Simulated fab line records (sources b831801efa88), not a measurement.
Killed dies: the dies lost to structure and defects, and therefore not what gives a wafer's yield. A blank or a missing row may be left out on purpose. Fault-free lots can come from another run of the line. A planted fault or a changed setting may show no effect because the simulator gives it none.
Struck lot and sound lot, side by side / flow sky130 / 15 steps out of a route of 708
Sound: these wafers, L934.3, L934.4, L934.5. Wafers struck: L922.1, L922.4, L922.5. The cause is named last.
Order at every step that has rows: each side's tool, ch and its chambers, its first start. Under that, the readings that differ: sound wafers / struck wafers / difference of the means / sigmas: that difference in standard deviations of wafers without a fault.
alike: readings with means less than 2 such deviations apart, plus words and numbers identical on both sides. not compared: withheld readings, readings lacking a value on some wafer, bounds such as >300 that could conceal the same value, and numbers that have no deviation in the record and whose values overlap.
A row with sigmas, a row that says differs or no value, or rows on one side alone: a step with any of these is where the two part. Numbers that have no deviation but don't overlap get no sigmas and don't part them. Lack of a reading on every wafer of one side parts them only where that side has two or more wafers.

first, 4 steps without rows for these wafers: SKY_LOCAL_INTERCONNECT_SOFTBAKE_07 (time 90 s); SKY_LOCAL_INTERCONNECT_EXPOSE_08 (exposes mask LI1M, target cd 170 nm); SKY_LOCAL_INTERCONNECT_PEB_09; SKY_LOCAL_INTERCONNECT_DEVELOP_10 (develop time 60 s).
SKY_LOCAL_INTERCONNECT_CD_MEAS_11 targets a cd of 170 nm.
  sound on cd_sem-02, day 35 14:28; struck on cd_sem-02, day 31 06:44
  alike: cd_nm
SKY_LOCAL_INTERCONNECT_OVL_MEAS_12:
  sound on overlay-01, day 35 14:34; struck on overlay-02, day 31 06:52
  alike: LOCAL_INTERCONNECT_OVL
SKY_LOCAL_INTERCONNECT_ETCH_13: etches BARC in N2/H2, stops on SiO2, time 45.9 s, target depth 60 nm.
  sound on rie_metal-02 ch 0,1, day 35 14:36; struck on rie_metal-01 ch 0,1, day 31 06:54
  alike: drypump_motor_current_A, oes_product_au, throttle_valve_pct
  not compared: rf_hours_counter_h
SKY_LOCAL_INTERCONNECT_METAL_ETCH_14: etches TiN in Cl2/BCl3, stops on PSG, target depth 110 nm, time 31.4 s.
  sound on rie_metal-02 ch 0,1, day 35 14:40; struck on rie_metal-01 ch 0,1, day 31 06:58
  alike: drypump_motor_current_A, oes_product_au, throttle_valve_pct
  not compared: rf_hours_counter_h
SKY_LOCAL_INTERCONNECT_STRIP_15: strips in O2/N2.
  sound on plasma_asher-02 ch 0,1, day 35 14:44; struck on plasma_asher-03 ch 0,1, day 31 07:01
  alike: drypump_motor_current_A, oes_product_au, strip_time_to_endpoint_s
  not compared: rf_hours_counter_h
then, 3 steps without rows for these wafers: SKY_LOCAL_INTERCONNECT_STRIP_16 (strips in post etch residue remover, time 1200 s); SKY_LOCAL_INTERCONNECT_CLEAN_17 (cleans in IPA, time 180 s); SKY_LOCAL_INTERCONNECT_CLEAN_18 (cleans in O3/DIW).
SKY_CONTACT_CVD_00: deposits Si3N4, target thk 75 nm.
  sound on pecvd-04 ch 0,2, day 35 15:19; struck on pecvd-04 ch 0,1,2, day 31 07:00
  alike: heater_power_w
SKY_CONTACT_THK_MEAS_01:
  sound on film_metro-01, day 35 15:22; struck on film_metro-01, day 31 08:04
reading=CONTACT_CVD_00_THK (nm); sound=74.3 75.3 75.5; struck=150.0 151.0 151.0; difference=+75.6; sigmas=+63
SKY_PAD_OPEN_PROBE_99:
  the record holds rows for the sound wafers here (prober-01, day 49 12:10) but none for the struck ones

WHERE THEY PART
First at SKY_CONTACT_THK_MEAS_01; last, within this record, at SKY_PAD_OPEN_PROBE_99.

WHY: what the simulator had put in
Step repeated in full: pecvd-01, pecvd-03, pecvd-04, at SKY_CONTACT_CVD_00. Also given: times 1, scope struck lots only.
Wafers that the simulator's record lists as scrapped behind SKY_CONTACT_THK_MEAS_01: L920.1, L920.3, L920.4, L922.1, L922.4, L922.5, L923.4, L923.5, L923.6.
